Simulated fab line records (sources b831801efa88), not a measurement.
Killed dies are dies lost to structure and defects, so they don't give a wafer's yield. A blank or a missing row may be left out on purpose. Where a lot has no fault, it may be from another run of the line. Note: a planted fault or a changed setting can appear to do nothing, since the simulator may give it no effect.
Which tool did it? -- flow gf180mcu -- 12 lots, 36 wafers sampled, at 3 steps of a route of 602

== WHAT THE GAUGES READ, wafer by wafer ==
GF_STI_BOW_MEAS_00. Usual: for INCOMING_BOW the level is 0 um and the standard deviation is 6.5.
lot,measured,on,INCOMING_BOW (um),flag
L923,day 1 20:00,filmMetro-03,5 -7 5,
L924,day 2 01:02,filmMetro-02,-1 2 7,
L925,day 2 06:01,filmMetro-01,-5 4 -11,
L926,day 2 11:00,filmMetro-02,1 -12 -11,
L927,day 2 16:01,filmMetro-03,-5 -2 -12,
L929,day 3 02:01,filmMetro-02,-13 6 -6,
L930,day 3 07:00,filmMetro-03,-3 18 -3,
L932,day 3 17:02,filmMetro-03,15 -9 -5,
L934,day 4 03:00,filmMetro-01,-5 -1 -3,
L940,day 5 09:00,filmMetro-01,0 1 -10,
L943,day 6 00:01,filmMetro-02,11 -1 0,
L944,day 6 05:01,filmMetro-02,-2 -1 -3,

GF_VT_IMPLANT_RS_MEAS_47: measures by four-point-probe. Usual: for NWELL_RS the level is 488.1 ohm/sq and the standard deviation is 1.4.
lot,measured,on,NWELL_RS (ohm/sq),flag
L923,day 8 03:35,filmMetro-02,488.8 489.2 488.9,
L924,day 8 12:12,filmMetro-04,489.4 489.0 490.3,
L925,day 8 16:19,filmMetro-01,489.1 490.3 489.2,
L926,day 8 22:32,filmMetro-01,488.4 487.4 486.5,
L927,day 9 02:57,filmMetro-04,429.0 429.0 428.3,OFF
L929,day 9 19:55,filmMetro-01,490.5 491.5 490.5,
L930,day 10 01:59,filmMetro-02,488.9 486.8 487.2,
L932,day 10 19:34,filmMetro-01,429.9 430.2 429.5,OFF
L934,day 11 10:41,filmMetro-04,488.0 488.0 488.7,
L940,day 13 05:38,filmMetro-02,490.2 487.6 487.0,
L943,day 13 18:51,filmMetro-04,487.3 485.9 486.6,
L944,day 14 05:11,filmMetro-01,489.2 489.1 489.3,

== WHAT TOOL EACH LOT RAN ON (gives the tool, then ch and the chambers of the sampled wafers, and finally the start) ==
lot,GF_NWELL_IMPLANT_09
L923,"implanter-01 ch 0, day 3 17:21"
L924,"implanter-04 ch 0, day 3 23:59"
L925,"implanter-01 ch 0, day 4 05:10"
L926,"implanter-01 ch 0, day 4 09:52"
L927,"implanter-02 ch 0, day 4 14:49"
L929,"implanter-01 ch 0, day 5 04:40"
L930,"implanter-04 ch 0, day 5 08:50"
L932,"implanter-04 ch 0, day 5 21:22"
L934,"implanter-02 ch 0, day 6 09:21"
L940,"implanter-01 ch 0, day 7 19:43"
L943,"implanter-04 ch 0, day 8 06:45"
L944,"implanter-01 ch 0, day 8 14:03"
- GF_NWELL_IMPLANT_09

== AS READ BY THE TOOLS THEMSELVES (means over the sampled wafers that have a number; for cases with no such wafer, the mark the record gives instead) ==
GF_NWELL_IMPLANT_09. Usual: doseIonsCm2 4.001e+12, standard deviation 5e+09; tiltDeg 0.003 degrees, standard deviation 0.023.
lot,tool,doseIonsCm2,tiltDeg (degrees),flag
L923,implanter-01,3.999e+12,0.002,
L924,implanter-04,4.004e+12,-0.005,
L925,implanter-01,4.004e+12,-0.026,
L926,implanter-01,3.996e+12,0.015,
L927,implanter-02,4.000e+12,-0.010,
L929,implanter-01,3.998e+12,-0.025,
L930,implanter-04,4.005e+12,0.014,
L932,implanter-04,4.002e+12,0.007,
L934,implanter-02,4.003e+12,-0.018,
L940,implanter-01,3.999e+12,-0.006,
L943,implanter-04,4.001e+12,0.007,
L944,implanter-01,3.995e+12,-0.006,

== THE ANSWER, worked out from the rows above alone ==
Rule: a lot counts as off when the mean over its wafers that have a number is more than 3 standard deviations away from the usual mean. A lot without any number at a reading at which 4 lots or more have one is off too. All remaining lots with rows at the step are treated as sound. First the gauges in route order, then the tools' own readings, where a lot's mean is used as printed above. At the first step where some lot is off, the reading lying furthest off is the one used; lots without a number count as furthest.
Off: L927, L932, at GF_VT_IMPLANT_RS_MEAS_47 (NWELL_RS).
If a tool, at a process step before that reading, ran all the lots that are off and no sound lot after the first of them, it fits. Gauges at GF_VT_IMPLANT_RS_MEAS_47: tried the same way as those tools. Not one of the candidates tried fits.

== WHAT WAS PUT IN BY THE SIMULATOR ==
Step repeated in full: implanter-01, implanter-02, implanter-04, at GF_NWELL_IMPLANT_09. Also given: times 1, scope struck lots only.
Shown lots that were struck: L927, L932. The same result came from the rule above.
